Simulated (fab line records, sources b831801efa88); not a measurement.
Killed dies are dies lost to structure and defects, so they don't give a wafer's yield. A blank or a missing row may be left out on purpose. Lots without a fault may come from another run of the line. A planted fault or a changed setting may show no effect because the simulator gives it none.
Which tool did it? | flow gf180mcu | 6 lots, 18 wafers sampled, at 1 step of a route of 602

WHAT THE GAUGES READ, wafer by wafer
GF_CONTACT_THK_MEAS_03.
lot  | measured     | on            | CONTACT_CVD_02_THK (nm)
L731 | day 15 08:07 | film_metro-02 | 849 863 851
L735 | day 16 16:11 | film_metro-04 | 852 866 865
L737 | day 17 05:40 | film_metro-04 | 849 861 856
L740 | day 18 08:29 | film_metro-02 | 860 862 869
L750 | day 23 05:14 | film_metro-03 | 857 848 862
L753 | day 23 15:56 | film_metro-03 | 847 867 873

WHICH TOOL RAN EACH LOT (tool, then ch and the chambers of the sampled wafers, then the start)
The record holds no process step before these readings.

THE ANSWER, worked out from the rows above alone
Rule: what is usual is taken from the lots themselves. Put in order of their means at a reading, lots are off if they are a third of the lots or fewer, leave a main group of 4 or more, and stand apart from it by a gap of 3 or more times the standard deviation of the main group's means; of several such gaps the widest counts. A main group whose means are all the same, to the digits that the tables above print for the reading, isn't used. A lot without any number at a reading at which 4 lots or more have one is off too. The other lots that the step has rows for count as sound.
No lot is off at any reading shown: from this, nothing can be told.

WHAT THE SIMULATOR HAD PUT IN
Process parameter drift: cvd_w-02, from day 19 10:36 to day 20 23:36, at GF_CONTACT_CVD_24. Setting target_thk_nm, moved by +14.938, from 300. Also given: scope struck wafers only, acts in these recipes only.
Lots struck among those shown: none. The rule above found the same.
